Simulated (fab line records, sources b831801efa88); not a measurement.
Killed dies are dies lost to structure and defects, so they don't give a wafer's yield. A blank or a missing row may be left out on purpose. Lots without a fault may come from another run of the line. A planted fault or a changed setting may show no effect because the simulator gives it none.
A struck lot beside a sound one | flow gf180mcu | 14 steps out of a route of 602
Sound: wafers L410.1, L410.2, L410.5. Struck: wafers L418.1, L418.2, L418.3. The cause comes at the end.
At each step with rows: each side's tool, then ch and its chambers, then its first start. Under that, the readings that differ: sound wafers | struck wafers | difference of the means | sigmas: that difference in standard deviations of wafers without a fault.
alike: readings whose means differ by less than 2 such deviations, and words and numbers that are the same on both sides. not compared: withheld readings, readings that some wafer has no value for, bounds like >300 that may hide the same value, and numbers for which the record gives no deviation and whose values overlap.
The two part at a step that has a row with sigmas, a row that says differs or no value, or rows on one side only. Numbers that don't overlap but have no deviation are shown without sigmas and don't part them. A reading that every wafer of one side lacks parts them only if that side has two wafers or more.

first, 5 steps without rows for these wafers: GF_V5_COAT_09 (resist thk 1000 nm); GF_V5_SOFTBAKE_10 (time 60 s); GF_V5_EXPOSE_11 (exposes mask Via5, target cd 260 nm); GF_V5_PEB_12 (peb time 90 s); GF_V5_DEVELOP_13 (develop time 60 s).
GF_V5_CD_MEAS_14: target cd 260 nm.
  sound on cd_sem-01, day 30 20:38; struck on cd_sem-01, day 32 19:43
  alike: cd_nm
GF_V5_OVL_MEAS_15:
  sound on overlay-01, day 30 20:45; struck on overlay-02, day 32 19:50
  alike: V5_OVL
GF_V5_ETCH_16: etches BARC in N2/H2.
  sound on rie_diel-03 ch 0,1, day 30 20:47; struck on rie_diel-03 ch 0,2,3, day 32 19:52
  alike: drypump_motor_current_A, oes_product_au, throttle_valve_pct
GF_V5_ETCH_17: etches SiO2 in C4F8/O2/Ar, stops on TiN, target depth 855 nm.
  sound on rie_diel-03 ch 0,1; struck on rie_diel-03 ch 0,2,3
  alike: oes_product_au
GF_V5_STRIP_18: strips in O2/N2.
  sound on plasma_asher-04 ch 0,1, day 30 20:56; struck on plasma_asher-04 ch 0,1, day 32 20:01
  alike: drypump_motor_current_A, heater_power_w, oes_product_au
  not compared: rf_hours_counter_h
then, 2 steps without rows for these wafers: GF_V5_STRIP_19 (strips in post etch residue remover, time 1200 s); GF_V5_CLEAN_20 (cleans in DIW).
GF_V5_SPUTTER_21: material Ti, target thk 15 nm, time 80.02 s.
  sound on pvd_sputter-02, day 30 21:36; struck on pvd_sputter-02, day 32 20:35
  no value came back on the struck wafers for cathode_dc_power_W (W), chamber_pressure_pa (Pa), throttle_valve_pct (%); on the sound wafers cathode_dc_power_W (W) reads 2499.2 2499.8 2500.8
GF_V5_SPUTTER_22: material TiN, target thk 10 nm, time 40 s.
  sound on pvd_sputter-02, day 30 21:40; struck on pvd_sputter-02, day 32 20:38
  alike: cathode_dc_power_W, chamber_pressure_pa, throttle_valve_pct

WHERE THEY PART
Only at GF_V5_SPUTTER_21, within this record. Later steps at which nothing parts them and some readings are alike: GF_V5_SPUTTER_22.

WHY: what the simulator had put in
Skipped step whole: pvd_sputter-02, from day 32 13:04 on, at GF_V5_SPUTTER_21. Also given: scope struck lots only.
